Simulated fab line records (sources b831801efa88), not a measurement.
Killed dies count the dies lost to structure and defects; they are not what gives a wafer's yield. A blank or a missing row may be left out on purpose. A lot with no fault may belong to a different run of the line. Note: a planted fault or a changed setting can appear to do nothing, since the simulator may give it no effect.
Problem report in the 8D (eight disciplines) form, filled by code || flow gf180mcu || the parts of the form that need people (team, actions taken, sign-off) are left out

== 1. WHAT WENT WRONG ==
Mean of run-length-s at GF_VT_IMPLANT_SOFTBAKE_36: 103.44 s across 3 wafers in 3 lots; on wafers with no fault it is 88.95 s (standard deviation 0.14). So: +99 or more standard deviations from the usual mean.
The step: time 60 s.
First seen on wafer L824.4, day 9 18:49, on litho-track-04. The record holds 40 wafers of 14 lots with a number at this step. The rule behind "out" and "out of limits": a value lying over 4 standard deviations away from the usual mean. All remaining wafers that have a number are taken as sound.

== 2. WHAT IT IS, WHAT IT ISN'T ==
{"question": "which readings at this step", "is": "run-length-s", "is not": "exhaust-pa"}
{"question": "which lots", "is": "L824, L826, L827", "is not": "L815, L816, L817, L818, L819, L828, L830, L831, L833, L835, L837"}
{"question": "which wafers of those lots", "is": "L824.4, L826.6, L827.4", "is not": "L824.2, L824.3, L826.3, L827.1"}
{"question": "read on which tools", "is": "litho-track-04", "is not": "litho-track-01, litho-track-02"}
{"question": "when", "is": "from day 9 18:49", "is not": "up to then (17 sound wafers); but 20 sound wafers of L826, L827, L828, L830, L831, L833, L835, L837 came after"}

== 3. THE SUSPECTS, EACH WITH WHAT RULES IT OUT ==
Counting: if a tool at a process step up to the reading ran every lot that is out, it stays a suspect. Sound lots after the first of them don't rule it out here, since some wafers of a struck lot are sound.
- litho-track-04 at GF_VT_IMPLANT_SOFTBAKE_36 (time 60 s): kept. It processed each lot that is out (first: L824, day 9 18:49); up to then, its last sound lot is L818 (day 8 05:56). On those wafers its own readings are out: run-length-s.
The count leaves litho-track-04 at GF_VT_IMPLANT_SOFTBAKE_36.

== 4. THE CAUSE (what the simulator had put in) ==
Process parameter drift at GF_VT_IMPLANT_SOFTBAKE_36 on litho-track-04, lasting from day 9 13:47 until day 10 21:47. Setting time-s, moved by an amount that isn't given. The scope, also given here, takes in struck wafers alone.
After counting, this tool was the only one left.

== 5. THE EFFECT CHAIN, in route order ==
Each row: a reading where the mean over the struck wafers with a number is more than 3 standard deviations away from the usual. Only readings for which the record gives a usual standard deviation are gone through. hours: the time from each lot's start at the first step in this table that gives one to its start at this step, as a median over the lots. sigmas: the change in usual standard deviations.
{"hours": 0, "step": "GF_VT_IMPLANT_SOFTBAKE_36", "reading": "run-length-s", "usual": "88.95 s", "on struck wafers": 103.44, "change": "+14.49", "sigmas": "+99 or more"}
The process steps in it:
- GF_VT_IMPLANT_SOFTBAKE_36: time 60 s.

== 6. HOW IT WOULD HAVE BEEN CAUGHT EARLIER ==
The fault began at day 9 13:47; the first out-of-limits reading in this record came at day 9 18:49, 5 hours later.
